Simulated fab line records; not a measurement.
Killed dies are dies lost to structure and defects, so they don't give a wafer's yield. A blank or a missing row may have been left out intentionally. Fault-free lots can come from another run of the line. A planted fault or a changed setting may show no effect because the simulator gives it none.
8D (eight disciplines) problem report, filled in by code | flow gf180mcu | the parts of the form that need people (team, actions taken, sign-off) are left out

## 1. THE PROBLEM
stripTimeToEndpointS at GF_M5_STRIP_11 reads a mean of 6.30 s on 2 wafers of 1 lot; wafers without a fault read 7.53 s with a standard deviation of 0.04. That is -31 standard deviations from the usual mean.
The step: strips in O2/N2.
First observed at day 30 07:29: wafer L288.3, on plasmaAsher-04. Wafers with a number at this step in the record: 33, from 11 lots. By rule, "out" or "out of limits" means more than 4 standard deviations away from the usual mean. All remaining wafers that have a number are taken as sound.

## 2. WHAT IT IS, AND WHAT IT ISN'T
question                    | is                                 | is not
which readings at this step | stripTimeToEndpointS, oesProductAu | chamberPressureMTorr, drypumpMotorCurrentA, heaterPowerW
which lots                  | L288                               | L275, L276, L277, L278, L279, L280, L284, L290, L291, L295
which wafers of those lots  | L288.3, L288.6                     | L288.5
read on which tools         | plasmaAsher-04                     | plasmaAsher-01
when                        | from day 30 07:29                  | up to then (22 sound wafers); but 9 sound wafers of L290, L291, L295 came after

## 3. SUSPECTS, AND WHAT RULES EACH OUT
Counting: if a tool at a process step up to the reading ran every lot that is out, it stays a suspect. Sound lots after the first of them don't rule it out here, since some wafers of a struck lot are sound.
- pvdSputter-02 at GF_MIM_SPUTTER_01 (material TiN, target thk 30 nm, time 25 s): kept. The lot that is out, L288, ran on it at day 28 16:55; the last sound lot it ran before that was L284, at day 27 11:43.
- rieMetal-03 at GF_M5_METAL_ETCH_10 (etches the open film in Cl2/BCl3, stops on SiO2, target depth 627.5 nm, time 104.6 s): kept. The lot that is out, L288, ran on it at day 30 07:23; the last sound lot it ran before that was L279, at day 27 18:49.
- plasmaAsher-04 at GF_M5_STRIP_11 (strips in O2/N2): kept. The lot that is out, L288, ran on it at day 30 07:29; the last sound lot it ran before that was L279, at day 27 18:56. On those wafers its own readings are out: oesProductAu, stripTimeToEndpointS.
- The sound lot-mates ran in chamber 1 of rieMetal-03 at GF_M5_METAL_ETCH_10, but the wafers that are out ran in chamber 0.
- The sound lot-mates ran in chamber 0 of plasmaAsher-04 at GF_M5_STRIP_11, but the wafers that are out ran in chamber 1.
Still standing after the count: pvdSputter-02 at GF_MIM_SPUTTER_01, rieMetal-03 at GF_M5_METAL_ETCH_10, plasmaAsher-04 at GF_M5_STRIP_11.

## 4. THE CAUSE (what the simulator had put in)
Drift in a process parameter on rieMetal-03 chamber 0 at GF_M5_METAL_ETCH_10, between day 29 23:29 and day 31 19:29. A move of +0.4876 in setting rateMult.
After counting, 3 suspects remain, this tool included.

## 5. THE EFFECT CHAIN, in route order
One row per reading whose mean, taken over the struck wafers that have a number, lies over 3 standard deviations from the usual. Readings are gone through only where the record gives a usual standard deviation; hours: the median, over the lots, of the time from a lot's start at the first step in this table giving one to that lot's start at this step; sigmas: the change measured in usual standard deviations.
hours | step           | reading              | usual      | on struck wafers | change | sigmas
0     | GF_M5_STRIP_11 | oesProductAu         | 0.544 a.u. | 0.497            | -0.047 | -9.6
0     | GF_M5_STRIP_11 | stripTimeToEndpointS | 7.53 s     | 6.30             | -1.23  | -31
The process steps in it:
- GF_M5_STRIP_11: strips in O2/N2.

## 6. HOW IT WOULD HAVE BEEN CAUGHT EARLIER
First out-of-limits reading in this record: day 30 07:29, which is 8 hours after fault onset at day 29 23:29.
Of the tool readings at GF_M5_METAL_ETCH_10 for which the record gives a usual standard deviation, none was out on any struck wafer, so an alarm limit of 4 standard deviations on them would not have fired.
By day 30 07:29, every lot that is out (1) had started GF_M5_METAL_ETCH_10 on rieMetal-03. Had the tool been put on hold then, not one of them would have been saved.
